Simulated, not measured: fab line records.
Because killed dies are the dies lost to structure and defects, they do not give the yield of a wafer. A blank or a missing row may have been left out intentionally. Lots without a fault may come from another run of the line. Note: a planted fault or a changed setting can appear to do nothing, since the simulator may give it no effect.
Code-filled problem report in 8D (eight disciplines) form -- flow sky130 -- the parts of the form that need people (team, actions taken, sign-off) are left out

== 1. PROBLEM STATEMENT ==
tiltDeg at SKY_LDD_N_IMPLANT_15 reads a mean of -0.008 degrees on 6 wafers of 2 lots; wafers without a fault read 29.991 degrees with a standard deviation of 0.023. So: -99 or more standard deviations from the usual mean.
First observed at day 20 16:07: wafer L697.2, on implanter-02. The record holds 42 wafers of 14 lots with a number at this step. The rule behind "out" and "out of limits": a value lying over 4 standard deviations away from the usual mean. The other wafers with a number count as sound.

== 2. WHAT IT IS, WHAT IT ISN'T ==
question,is,is not
which readings at this step,tiltDeg,endStationPressureTorr
which lots,"L697, L698","L691, L692, L693, L704, L706, L707, L708, L709, L710, L711, L712, L713"
which wafers of those lots,all that have a number,-
read on which tools,implanter-02,"implanter-03, implanter-04"
when,from day 20 16:07,"up to then (9 sound wafers); but 27 sound wafers of L704, L706, L707, L708, L709, L710, L711, L712, L713 came after"

== 3. SUSPECTS, AND WHAT RULES EACH OUT ==
Counting: a tool at any process step up to the reading remains a suspect when it ran all the lots that are out and ran no sound lot after the first of those.
- implanter-02 at SKY_LDD_N_IMPLANT_15: ruled out as a lasting fault. The sound lots L708, L711 went through it after L697, its earliest lot that is out (day 20 16:07).
Left after counting: nothing in the record.

== 4. THE CAUSE (what the simulator had put in) ==
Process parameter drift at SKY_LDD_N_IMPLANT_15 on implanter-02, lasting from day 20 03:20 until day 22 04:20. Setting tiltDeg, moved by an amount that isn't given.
Counting ruled it out, wrongly.

== 5. SEQUENCE OF EFFECTS, ordered by route ==
Each row: a reading whose mean over the struck wafers that have a number lies more than 3 standard deviations from the usual. Only readings whose record carries a usual standard deviation are examined. hours: median over the lots of the time between each lot's start at the first step of this table that gives one and its start at this step. sigmas: the change, counted in usual standard deviations.
hours,step,reading,usual,on struck wafers,change,sigmas
0,SKY_LDD_N_IMPLANT_15,tiltDeg,29.991 degrees,-0.008,-29.999,-99 or more
The process steps in it:
- SKY_LDD_N_IMPLANT_15

== 6. WHAT WOULD HAVE CAUGHT IT SOONER ==
13 hours passed between the start of the fault at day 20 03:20 and the first reading out of limits in this record, taken at day 20 16:07.
